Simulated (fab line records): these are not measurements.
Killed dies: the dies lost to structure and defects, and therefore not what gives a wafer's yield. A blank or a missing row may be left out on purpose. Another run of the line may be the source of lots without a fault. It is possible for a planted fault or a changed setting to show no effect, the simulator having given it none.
fab line records	flow sky130
record lots=5	wafers=15	last_day=49
route steps=708 shown LI_CONTACT@364 PAD_OPEN@708
lots that met no fault: from a run of the same line without faults
start_h: hours from the record's opening day to when the first of the lot's shown wafers began	wait_h: hours since the lot's step before	" the same as in the row above	L1.1+2: several wafers, shown together as one row	- no value, or no start given	* or withheld: withheld	< > ~ a bound
route shown NAME@n: a module of which the file shows steps, and the number in the route of the first	usual: average and standard deviation across the fault-free wafers	same: alike in all rows	chamber/n: place in a boat	sites: each site's reading	_std_site: standard deviation of those values	_edge_site: the outer-site mean with the inner-site mean subtracted	radius_mm: how far each site lies from the wafer's centre	mask NAME#n: copy n	behind: the tool/chamber that last shaped the wafer	hold: why the lot was held/for how many hours/how that ended	device: the transistor (n, p or np) that didn't switch	end of line: tests run on the same wafers once the route is complete	a step with no rows: only its recipe	killed: count of dies lost to structure and defects at first sort (not the wafer's yield)	map: per-die view of a wafer (x killed, . not killed, _ where there is no die)
set.NAME: setting as actually run; set.NAME@STEP: the setting as run at that earlier step	model.NAME: the simulator's own value behind a step, which no gauge read
lots seen at some steps along the route; tables by step, rows by wafer
services: the hour from which a tool's chamber was out of use, counted from the record's first day as start_h (under 0 if before that day), plus the number of hours and why
## steps
# step SKY_LI_CONTACT_CMP_02
# recipe material=PSG	down_force_psi=4	platen_rpm=60	pad_velocity_m_s=0.94248
# usual motor_current_A=12.3/0.93	slurry_filter_dp_kPa=13.49/0.15	time_to_endpoint_s=32.6/2.8
lot.wafer	tool	chamber	start_h	wait_h	motor_current_A	slurry_filter_dp_kPa	time_to_endpoint_s
L362.1	cmp-01	3	684.88	0.1	10.8	13.63	33.4
L362.5	"	1	"	"	12.9	13.40	37.3
L362.6	"	2	"	"	12.3	13.61	32.5
L364.1	cmp-01	0	706.37	0.1	11.0	13.44	34.4
L364.2	"	1	"	"	13.3	13.62	31.7
L364.5	"	1	"	"	13.0	13.48	32.6
L375.3	cmp-01	2	781.11	0.0	12.7	13.69	36.1
L375.1	"	0	"	"	11.0	13.26	36.1
L375.2	"	1	"	"	13.1	13.38	39.2
L378.1	cmp-02	3	805.57	0.1	12.6	13.55	33.8
L378.5	"	2	"	"	12.5	13.57	34.6
L378.6	"	3	"	"	12.5	13.53	35.8
L380.3	cmp-02	1	811.63	0.1	12.7	13.42	33.9
L380.5	"	0	"	"	12.9	13.85	30.7
L380.6	"	1	"	"	12.5	13.59	34.6
# step SKY_LI_CONTACT_BOW_MEAS_03
# recipe mode=bow
# usual LI_CONTACT_BOW=53/6.5
lot.wafer	tool	chamber	start_h	wait_h	LI_CONTACT_BOW[um]
L362.1	film_metro-04	-	685.08	0.1	55
L362.5	"	-	"	"	55
L362.6	"	-	"	"	48
L364.1	film_metro-04	-	706.67	0.2	55
L364.2	"	-	"	"	40
L364.5	"	-	"	"	61
L375.1	film_metro-04	-	781.41	0.1	52
L375.2	"	-	"	"	56
L375.3	"	-	"	"	50
L378.1	film_metro-02	-	805.82	0.2	58
L378.5	"	-	"	"	56
L378.6	"	-	"	"	52
L380.3	film_metro-01	-	811.92	0.2	54
L380.5	"	-	"	"	56
L380.6	"	-	"	"	57
# step SKY_LI_CONTACT_DEHYDRATE_04
# recipe temp_c=200	time_s=60
# step SKY_LI_CONTACT_HMDS_05
# recipe prime_time_s=60	prime_temp_c=120
# step SKY_LI_CONTACT_COAT_06
# recipe resist=BARC	temp_c=withheld	time_s=withheld	spin_rpm=3000	resist_thk_nm=60
# step SKY_LI_CONTACT_COAT_07
# recipe resist=KrF-thick	spin_rpm=3000	resist_thk_nm=450
# step SKY_LI_CONTACT_SOFTBAKE_08
# recipe temp_c=100	time_s=90	resist=KrF-thick
# step SKY_LI_CONTACT_EXPOSE_09
# recipe mask_id=LICM1	na=0.8	source_shape=annular	sigma_inner=0.55	sigma_outer=0.85	target_cd_nm=170	dose_mj=38
# step SKY_LI_CONTACT_PEB_10
# recipe peb_temp_c=withheld	peb_time_s=withheld	resist=KrF-thick
# step SKY_LI_CONTACT_DEVELOP_11
# recipe develop_time_s=60	resist=KrF-thick	dev_temp_c=21
# step SKY_LI_CONTACT_CD_MEAS_12
# recipe target_cd_nm=170
# usual cd_nm=170.0/1.3
lot.wafer	tool	chamber	start_h	wait_h	cd_nm
L362.1	cd_sem-01	-	709.99	-	170.9
L362.5	"	-	"	"	169.7
L362.6	"	-	"	"	171.3
L364.1	cd_sem-02	-	733.74	-	171.0
L364.2	"	-	"	"	170.0
L364.5	"	-	"	"	170.8
L375.1	cd_sem-01	-	807.59	-	171.9
L375.2	"	-	"	"	170.4
L375.3	"	-	"	"	170.6
L378.1	cd_sem-01	-	832.69	-	169.6
L378.5	"	-	"	"	170.9
L378.6	"	-	"	"	168.8
L380.3	cd_sem-02	-	839.56	-	171.8
L380.5	"	-	"	"	172.4
L380.6	"	-	"	"	171.8
# step SKY_LI_CONTACT_OVL_MEAS_13
# usual LI_CONTACT_OVL=1/3.6
lot.wafer	tool	chamber	start_h	wait_h	LI_CONTACT_OVL[nm]
L362.1	overlay-01	-	710.11	0.1	-3
L362.5	"	-	"	"	-7
L362.6	"	-	"	"	-5
L364.1	overlay-02	-	733.86	0.1	2
L364.2	"	-	"	"	-1
L364.5	"	-	"	"	1
L375.1	overlay-01	-	807.71	0.1	5
L375.2	"	-	"	"	1
L375.3	"	-	"	"	5
L378.1	overlay-01	-	832.81	0.1	-4
L378.5	"	-	"	"	-4
L378.6	"	-	"	"	-3
L380.3	overlay-01	-	839.65	0.1	5
L380.5	"	-	"	"	6
L380.6	"	-	"	"	4
# step SKY_LI_CONTACT_ETCH_14
# recipe chemistry=N2/H2	target=BARC	ion_energy_ev=200	source_w=500	bias_w=100	pressure_mtorr=30	n2_flow_sccm=100	h2_flow_sccm=200	stop_on=SiO2	time_s=45.9	target_depth_a=600
# usual chamber_pressure_mTorr=30.003/0.03	drypump_motor_current_A=5.8/0.5	oes_product_au=0.854/0.0046	throttle_valve_pct=13.225/0.0095
lot.wafer	tool	chamber	start_h	wait_h	chamber_pressure_mTorr	drypump_motor_current_A	oes_product_au	rf_hours_counter_h	throttle_valve_pct	model.KrF-thick_of_LI_CONTACT_COAT_07.thk_nm
L362.1	rie_diel-04	1	710.15	0.0	30.037	5.6	0.854	4	13.210	391.5
L362.5	"	2	"	"	29.976	6.4	0.856	-	13.215	391.2
L362.6	"	3	"	"	30.027	5.9	0.852	-	13.216	391.6
L364.1	rie_diel-01	1	733.90	0.0	30.009	5.2	0.842	4	13.218	401.8
L364.2	"	3	"	"	30.049	5.8	0.854	14	13.225	401.7
L364.5	"	3	"	"	30.039	5.8	0.859	-	13.233	401.2
L375.1	rie_diel-01	0	807.75	0.0	30.015	6.6	0.850	5	13.224	392.8
L375.2	"	1	"	"	29.975	5.2	0.851	6	13.227	391.9
L375.3	"	3	"	"	29.980	5.8	0.850	16	13.218	392.6
L378.1	rie_diel-01	2	832.84	0.0	30.015	6.1	0.853	18	13.224	392.8
L378.5	"	1	"	"	29.989	5.2	0.860	-	13.222	391.8
L378.6	"	0	"	"	30.035	6.6	0.857	-	13.227	393.4
L380.3	rie_diel-01	0	839.67	0.0	29.994	6.5	0.849	6	13.225	394.2
L380.5	"	1	"	"	30.029	5.2	0.852	-	13.213	391.6
L380.6	"	0	"	"	29.978	6.5	0.848	-	13.225	393.1
# step SKY_LI_CONTACT_ETCH_15
# recipe target=PSG	chemistry=C4F8/O2/Ar	stop_on=Si	taper_deg=4.15	mask_material=KrF-thick	source_w=1500	bias_w=1200	pressure_mtorr=40	c4f8_flow_sccm=withheld	O2_flow_sccm=6	Ar_flow_sccm=300	time_s=withheld	target_depth_a=6000
# usual chamber_pressure_mTorr=40.00/0.043	oes_product_au=0.837/0.0042
lot.wafer	tool	chamber	start_h	wait_h	chamber_pressure_mTorr	oes_product_au	model.KrF-thick_of_LI_CONTACT_COAT_07.thk_nm
L362.1	rie_diel-04	1	710.19	0.0	39.99	0.833	230.1
L362.5	"	2	"	"	40.02	0.837	229.2
L362.6	"	3	"	"	40.02	0.835	229.5
L364.1	rie_diel-01	1	733.94	0.0	39.98	0.835	237.8
L364.2	"	3	"	"	40.01	0.840	236.3
L364.5	"	3	"	"	40.04	0.844	236.2
L375.1	rie_diel-01	0	807.79	0.0	40.01	0.836	229.4
L375.2	"	1	"	"	39.94	0.847	225.1
L375.3	"	3	"	"	40.00	0.836	227
L378.1	rie_diel-01	2	832.88	0.0	39.96	0.836	227.8
L378.5	"	1	"	"	39.98	0.842	224.1
L378.6	"	0	"	"	39.97	0.835	232.8
L380.3	rie_diel-01	0	839.71	0.0	39.96	0.844	231.8
L380.5	"	1	"	"	40.00	0.842	224.1
L380.6	"	0	"	"	40.01	0.840	231
# step SKY_LI_CONTACT_STRIP_16
# recipe chemistry=O2/N2	power_w=1400	pressure_mtorr=1500	platen_temp_c=withheld	o2_flow_sccm=3000	n2_flow_sccm=300	overash_fraction=0.5
# usual chamber_pressure_mTorr=1500.0/1.3	drypump_motor_current_A=5.8/0.5	oes_product_au=0.374/0.0049	strip_time_to_endpoint_s=3.47/0.035
# same overash_fraction=0.5
lot.wafer	tool	chamber	start_h	wait_h	chamber_pressure_mTorr	drypump_motor_current_A	oes_product_au	rf_hours_counter_h	strip_time_to_endpoint_s
L362.1	plasma_asher-04	1	710.28	-	1500.1	6.3	0.370	103	3.47
L362.5	"	1	"	"	1499.7	6.2	0.378	-	3.47
L362.6	"	0	"	"	1500.7	5.4	0.365	-	3.47
L364.1	plasma_asher-03	1	734.03	-	1499.2	6.0	0.374	59	3.56
L364.2	"	0	"	"	1498.0	5.0	0.376	59	3.55
L364.5	"	1	"	"	1499.6	6.0	0.367	-	3.54
L375.1	plasma_asher-04	1	807.88	-	1497.2	6.2	0.371	6	3.48
L375.2	"	0	"	"	1498.9	5.4	0.376	6	3.41
L375.3	"	0	"	"	1499.7	5.3	0.367	-	3.45
L378.1	plasma_asher-01	0	832.97	-	1499.6	5.7	0.369	40	3.46
L378.5	"	0	"	"	1500.4	5.6	0.377	-	3.42
L378.6	"	1	"	"	1501.5	6.5	0.380	-	3.51
L380.3	plasma_asher-04	1	839.83	-	1499.2	6.2	0.378	-	3.50
L380.5	"	0	"	"	1500.4	5.3	0.373	-	3.39
L380.6	"	1	"	"	1501.4	6.3	0.373	-	3.48
# step SKY_PAD_OPEN_PROBE_99
# usual killed_at_M0_to_M3=43/6.8	killed_at_M4_up=2.9/1.7	killed_at_contacts=24/5.4	killed_at_front_end=15/4.8	killed_at_other=0.3/0.57	killed_dies=85/9.4	killed_open=47/7.5	killed_short=38/5.7
# same gross_dies=492	killed_at_back_side=0
lot.wafer	tool	chamber	start_h	wait_h	killed_at_M0_to_M3	killed_at_M4_up	killed_at_contacts	killed_at_front_end	killed_at_other	killed_dies	killed_open	killed_short
L364.1	prober-02	-	1111.90	0.1	35	5	28	9	0	77	44	33
L364.2	prober-02	-	1111.95	0.1	43	5	32	18	0	98	56	42
L364.5	prober-02	-	1112.10	0.2	47	1	22	13	0	83	51	32
# killed by level:class
L364.1 CONTACT:geometric_particle:open=12 CONTACT:geometric_particle:short=7 VIA2:geometric_particle:open=7 VIA3:geometric_particle:open=7 METAL1:geometric_particle:short=5 VIA1:geometric_particle:open=5 FIELD_ISO:geometric_particle:short=3 POLY_GATE:geometric_particle:open=3
L364.2 CONTACT:geometric_particle:open=11 VIA1:geometric_particle:open=11 VIA3:geometric_particle:open=10 VIA1:geometric_particle:short=8 LI_CONTACT:geometric_particle:open=6 CONTACT:geometric_particle:short=6 FIELD_ISO:geometric_particle:open=5 FIELD_ISO:geometric_particle:short=5
L364.5 VIA1:geometric_particle:open=11 VIA3:geometric_particle:open=10 CONTACT:geometric_particle:open=8 LI_CONTACT:geometric_particle:open=5 METAL1:geometric_particle:short=5 METAL1:geometric_particle:open=4 METAL2:geometric_particle:short=4 VIA2:geometric_particle:open=4
## services
tool	chamber	start_h	hours	kind
plasma_asher-03	-	689.29	3.5	repair
cmp-01	-	692.09	1.6	repair
cmp-01	-	696.54	2.9	repair
cmp-01	-	698.99	1.8	repair
plasma_asher-04	-	733.75	9.0	pm
plasma_asher-04	0	733.75	9.0	vent_cycle
plasma_asher-04	1	733.75	9.0	vent_cycle
rie_diel-04	-	741.66	2.3	repair
plasma_asher-04	0	742.75	-	clean
plasma_asher-04	1	742.75	-	clean
cmp-01	-	744.00	4.0	pm
cmp-01	-	748.00	-	consumable_replace:conditioner
cmp-01	-	748.00	-	consumable_replace:pad
cmp-02	-	749.87	1.7	repair
rie_diel-01	-	753.00	2.8	pm
plasma_asher-04	-	758.09	2.7	repair
rie_diel-01	2	766.79	5.1	repair
cmp-02	-	766.93	6.4	repair
rie_diel-01	3	792.22	2.7	repair
cmp-01	-	805.26	6.8	pm
plasma_asher-03	-	824.46	3.4	repair
rie_diel-04	-	827.82	2.8	pm
cmp-01	-	828.17	2.6	repair
## key
first_sign none at tools or gauges
model_effect step=SKY_LI_CONTACT_ETCH_14	value=KrF-thick_of_LI_CONTACT_COAT_07.thk_nm	without=392.7	struck=401.6
model_effect step=SKY_LI_CONTACT_ETCH_15	value=KrF-thick_of_LI_CONTACT_COAT_07.thk_nm	without=227.9	struck=236.8
met_at SKY_LI_CONTACT_ETCH_14
struck_wafers L364.1,L364.2,L364.5
tester_left_out L364
fault kind=process_parameter_drift	tool=rie_diel-01	chamber=-	onset_h=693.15	steps=SKY_LI_CONTACT_ETCH_14	channel=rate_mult	offset=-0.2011	shape=step	end_h=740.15
# tester_left_out: of these lots the tester's yield and bins aren't shown, on N5 and GAA mostly nor the transistor test; their killed dies are dies lost to structure and defects alone, not to doping, threshold or leakage, so they don't give the yield
